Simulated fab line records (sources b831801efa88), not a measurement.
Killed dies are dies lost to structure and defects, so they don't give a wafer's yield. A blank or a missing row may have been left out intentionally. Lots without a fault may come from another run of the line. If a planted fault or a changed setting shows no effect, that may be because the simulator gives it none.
Which tool did it? / flow sky130 / 7 lots, 21 wafers sampled, at 1 step of a route of 708

== WHAT EACH GAUGE READ, for each wafer ==
SKY_METAL3_OVL_MEAS_14.
lot=L193; measured=day 39 07:36; on=overlay-01; METAL3_OVL (nm)=-8 -7 -5
lot=L195; measured=day 40 01:09; on=overlay-01; METAL3_OVL (nm)=-11 -4 -10
lot=L197; measured=day 40 12:52; on=overlay-01; METAL3_OVL (nm)=-6 1 5
lot=L206; measured=day 43 04:58; on=overlay-02; METAL3_OVL (nm)=3 5 0
lot=L209; measured=day 43 22:00; on=overlay-02; METAL3_OVL (nm)=0 -12 -11
lot=L211; measured=day 44 11:04; on=overlay-02; METAL3_OVL (nm)=-3 3 -1
lot=L213; measured=day 44 20:55; on=overlay-02; METAL3_OVL (nm)=-6 -6 -3

== EACH LOT AND THE TOOL THAT RAN IT (in order: tool; ch and the chambers of the sampled wafers; start) ==
The record shows no process step preceding these readings.

== THE ANSWER, worked out from the rows above alone ==
Rule: usual is defined by the lots themselves. The widest of any qualifying gaps counts: lots, ordered by their means at a reading, are off when they make up no more than a third of the lots, leave a main group of 4 or more, and stand apart from it by 3 or more times the standard deviation of that group's means. A main group whose means are all the same, to the digits that the tables above print for the reading, isn't used. A lot without any number at a reading at which 4 lots or more have one is off too. The other lots that the step has rows for count as sound.
No lot is off on any of the readings shown, so nothing can be concluded from this.

== WHAT THE SIMULATOR HAD PUT IN ==
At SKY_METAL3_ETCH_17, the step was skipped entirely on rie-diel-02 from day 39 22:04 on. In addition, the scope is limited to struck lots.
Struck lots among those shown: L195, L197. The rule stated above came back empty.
